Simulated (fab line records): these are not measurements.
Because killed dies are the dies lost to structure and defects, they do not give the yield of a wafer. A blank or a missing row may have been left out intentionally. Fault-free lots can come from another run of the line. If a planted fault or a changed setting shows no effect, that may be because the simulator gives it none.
One fault seen from 2 desks | flow gf180mcu | each desk has only its own numbers; what lay behind them comes last

DESK OF THE TOOL OWNER: litho track-04
The tool's own readings at GF_VT_IMPLANT_COAT_35 (resist thk 1000 nm): means of the sampled wafers that have a number, for each lot that ran on this tool. A lot is out of limits, marked OUT, if its mean lies more than 4 standard deviations from the usual mean; the brackets give that distance.
Columns: A = resist line temp C at GF_VT_IMPLANT_COAT_35, usual 23.01 C
lot  | first seen here | A
L655 | day 7 09:17     | 22.91
L657 | day 7 23:11     | 22.90
L658 | day 8 05:47     | 22.80
L662 | day 9 08:40     | 22.96
L664 | day 9 18:40     | 23.17
L669 | day 11 05:13    | 23.07
L674 | day 12 15:20    | 23.00
This desk's finding: nothing out of limits on any of the 7 lots.

AT THE METROLOGY DESK
Lot by lot, what the gauges showed, no matter which tool ran the lot: averages of those sampled wafers that carry a number. A lot is out of limits, marked OUT, if its mean lies more than 4 standard deviations from the usual mean; the brackets give that distance.
Columns: A = NWELL_OVL at GF_NWELL_OVL_MEAS_07, usual 0.1 nm; B = DUAL_GATE_OVL at GF_DUAL_GATE_OVL_MEAS_11, usual -0.3 nm
lot  | first seen here | A    | B
L654 | day 3 06:54     | 0.3  | -0.4
L655 | day 3 12:35     | 0.5  | 3.5
L656 | day 3 19:02     | 0.8  | -1.7
L657 | day 3 23:21     | 0.9  | -2.4
L658 | day 4 04:48     | 0.3  | -1.8
L659 | day 4 10:09     | -1.1 | -0.1
L660 | day 4 16:24     | 2.6  | 0.2
L662 | day 5 02:28     | 1.1  | 0.0
L663 | day 5 09:00     | 1.3  | 1.1
L664 | day 5 12:55     | -1.6 | 1.7
L669 | day 6 17:34     | -0.8 | 1.4
L674 | day 7 21:50     | 0.6  | -1.2
L676 | day 8 15:04     | 0.8  | -1.4
This desk's finding: nothing out of limits on any of the 13 lots.

PUT TOGETHER
Nothing out of limits was seen by the tool owner's desk.
Nothing out of limits was seen by the metrology desk.

WHAT HAD BEEN PUT IN BY THE SIMULATOR
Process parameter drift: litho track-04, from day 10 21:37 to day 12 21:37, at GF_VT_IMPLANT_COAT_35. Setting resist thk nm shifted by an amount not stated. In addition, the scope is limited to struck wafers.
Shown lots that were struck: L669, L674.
